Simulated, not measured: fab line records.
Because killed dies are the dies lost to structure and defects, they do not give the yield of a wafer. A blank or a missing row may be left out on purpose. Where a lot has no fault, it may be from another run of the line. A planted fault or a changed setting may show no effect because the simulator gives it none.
A sampling plan put to the test | flow sfq_line | 16 faults told of in these records, all on one fab line, each judged by the records of the lots it struck
Plan = the line's own looks (route steps where a gauge or an inspection reads the wafer without altering it). A look can be judged if struck wafers have a number there and the file gives its usual mean and standard deviation on fault-free wafers. Caught: a look later than the fault's first step finds the struck wafers' mean 4 or more of those standard deviations (sigma) from the usual mean. On the tool: the test repeated on the tool's own readings taken at the fault's steps. Also counted as caught: the struck wafers showing another recipe, or a record that is empty for them alone.

## THE FAULTS, as the simulator had put them in
1. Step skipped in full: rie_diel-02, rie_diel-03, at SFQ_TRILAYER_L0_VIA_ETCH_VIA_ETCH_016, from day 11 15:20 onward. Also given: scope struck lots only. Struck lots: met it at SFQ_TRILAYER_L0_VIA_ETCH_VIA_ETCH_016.
2. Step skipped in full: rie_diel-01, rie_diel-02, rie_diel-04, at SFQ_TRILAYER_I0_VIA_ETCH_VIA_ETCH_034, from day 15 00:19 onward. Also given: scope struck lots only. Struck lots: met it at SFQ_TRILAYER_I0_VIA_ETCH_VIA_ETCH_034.
3. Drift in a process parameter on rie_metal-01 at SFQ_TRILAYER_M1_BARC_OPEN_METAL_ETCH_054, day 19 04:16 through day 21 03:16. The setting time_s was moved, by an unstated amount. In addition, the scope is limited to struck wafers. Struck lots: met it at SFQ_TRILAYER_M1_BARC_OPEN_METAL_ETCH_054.
4. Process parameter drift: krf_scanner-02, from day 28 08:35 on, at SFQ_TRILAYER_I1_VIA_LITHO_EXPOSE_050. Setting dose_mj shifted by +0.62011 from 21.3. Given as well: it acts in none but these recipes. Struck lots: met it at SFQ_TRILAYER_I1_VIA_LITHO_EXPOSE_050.
5. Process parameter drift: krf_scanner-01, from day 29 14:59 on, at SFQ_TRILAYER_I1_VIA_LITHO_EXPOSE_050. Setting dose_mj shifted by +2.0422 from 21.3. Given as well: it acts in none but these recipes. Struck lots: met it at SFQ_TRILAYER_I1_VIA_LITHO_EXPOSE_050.
6. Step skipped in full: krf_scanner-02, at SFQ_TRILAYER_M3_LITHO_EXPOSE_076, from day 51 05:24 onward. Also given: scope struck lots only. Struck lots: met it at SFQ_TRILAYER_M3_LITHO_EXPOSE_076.
7. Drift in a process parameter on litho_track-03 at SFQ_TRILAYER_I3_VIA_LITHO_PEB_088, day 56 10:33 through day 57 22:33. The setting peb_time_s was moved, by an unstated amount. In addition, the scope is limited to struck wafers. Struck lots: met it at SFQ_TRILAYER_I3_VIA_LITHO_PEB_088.
8. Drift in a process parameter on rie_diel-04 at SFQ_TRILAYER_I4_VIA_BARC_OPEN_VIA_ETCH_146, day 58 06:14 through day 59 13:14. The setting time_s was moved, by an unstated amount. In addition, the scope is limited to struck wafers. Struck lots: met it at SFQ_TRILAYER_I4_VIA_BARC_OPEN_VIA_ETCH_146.
9. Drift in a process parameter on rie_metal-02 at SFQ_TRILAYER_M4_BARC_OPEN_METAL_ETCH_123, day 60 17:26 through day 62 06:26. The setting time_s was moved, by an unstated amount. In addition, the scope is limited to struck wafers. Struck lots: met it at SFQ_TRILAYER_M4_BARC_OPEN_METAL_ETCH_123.
10. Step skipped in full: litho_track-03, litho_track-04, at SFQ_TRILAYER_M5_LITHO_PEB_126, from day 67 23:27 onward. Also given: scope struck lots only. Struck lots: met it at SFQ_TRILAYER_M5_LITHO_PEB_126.
11. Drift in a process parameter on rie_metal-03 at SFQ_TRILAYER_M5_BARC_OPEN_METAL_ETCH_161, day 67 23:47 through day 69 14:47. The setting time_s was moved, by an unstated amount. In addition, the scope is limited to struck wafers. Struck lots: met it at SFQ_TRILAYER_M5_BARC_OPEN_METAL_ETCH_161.
12. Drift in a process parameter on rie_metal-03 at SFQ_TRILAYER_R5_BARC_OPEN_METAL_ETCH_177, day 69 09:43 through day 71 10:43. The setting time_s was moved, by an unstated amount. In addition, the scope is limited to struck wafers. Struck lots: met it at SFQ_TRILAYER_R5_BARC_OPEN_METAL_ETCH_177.
13. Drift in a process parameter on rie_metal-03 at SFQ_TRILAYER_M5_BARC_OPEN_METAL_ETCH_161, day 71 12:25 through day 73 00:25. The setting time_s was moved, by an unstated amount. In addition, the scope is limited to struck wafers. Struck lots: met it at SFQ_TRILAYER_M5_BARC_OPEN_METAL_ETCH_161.
14. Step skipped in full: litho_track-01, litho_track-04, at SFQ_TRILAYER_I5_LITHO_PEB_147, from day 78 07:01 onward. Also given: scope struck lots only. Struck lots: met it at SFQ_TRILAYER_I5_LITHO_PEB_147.
15. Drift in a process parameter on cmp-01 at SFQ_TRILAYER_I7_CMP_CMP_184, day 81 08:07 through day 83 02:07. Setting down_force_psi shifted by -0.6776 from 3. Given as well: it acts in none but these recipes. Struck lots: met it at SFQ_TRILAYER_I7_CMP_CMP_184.
16. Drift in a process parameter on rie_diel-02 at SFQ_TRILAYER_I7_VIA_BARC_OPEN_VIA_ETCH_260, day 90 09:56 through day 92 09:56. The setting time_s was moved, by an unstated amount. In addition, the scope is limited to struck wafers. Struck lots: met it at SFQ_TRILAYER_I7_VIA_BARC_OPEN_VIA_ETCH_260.

## WHAT THE PLAN SAW
fault | on the tool itself                               | first look that catches it                      | reading, sigma | median hours from its first step to that look | hours from the fault's start to the first struck lot there | judged looks passed uncaught
1     | the tool's record is blank for the struck wafers | no look after it can be judged                  | -              | -                                             | -                                                          | 0
2     | the tool's record is blank for the struck wafers | no look after it can be judged                  | -              | -                                             | -                                                          | 0
3     | oes_product_au +31 sigma                         | none of the 2 looks that can be judged after it | -              | -                                             | -                                                          | 2
4     | exposure_dose_mJ_cm2 +31 sigma                   | no look after it can be judged                  | -              | -                                             | -                                                          | 0
5     | exposure_dose_mJ_cm2 +99 or beyond sigma         | no look after it can be judged                  | -              | -                                             | -                                                          | 0
6     | no reading that can be judged                    | no look after it can be judged                  | -              | -                                             | -                                                          | 0
7     | heater_power_total_W +26 sigma                   | no look after it can be judged                  | -              | -                                             | -                                                          | 0
8     | run_length_s +19 sigma                           | no look after it can be judged                  | -              | -                                             | -                                                          | 0
9     | oes_product_au -4.6 sigma                        | no look after it can be judged                  | -              | -                                             | -                                                          | 0
10    | the tool's record is blank for the struck wafers | no look after it can be judged                  | -              | -                                             | -                                                          | 0
11    | oes_product_au -4.0 sigma                        | no look after it can be judged                  | -              | -                                             | -                                                          | 0
12    | only faintly: oes_product_au -2.5 sigma          | no look after it can be judged                  | -              | -                                             | -                                                          | 0
13    | only faintly: oes_product_au -3.5 sigma          | no look after it can be judged                  | -              | -                                             | -                                                          | 0
14    | the tool's record is blank for the struck wafers | no look after it can be judged                  | -              | -                                             | -                                                          | 0
15    | head_pressure_psi -99 or beyond sigma            | no look after it can be judged                  | -              | -                                             | -                                                          | 0
16    | oes_product_au +28 sigma                         | no look after it can be judged                  | -              | -                                             | -                                                          | 0
A dash: this means the fault isn't caught or the number doesn't appear in these records.

Caught at a look: 0 of 16. Caught on the tool: 13 of 16. By one or the other: 13 of 16.
Caught on the tool alone: faults 1, 2, 3, 4, 5, 7, 8, 9, 10, 11, 14, 15, 16.
Caught by neither: faults 6, 12, 13.
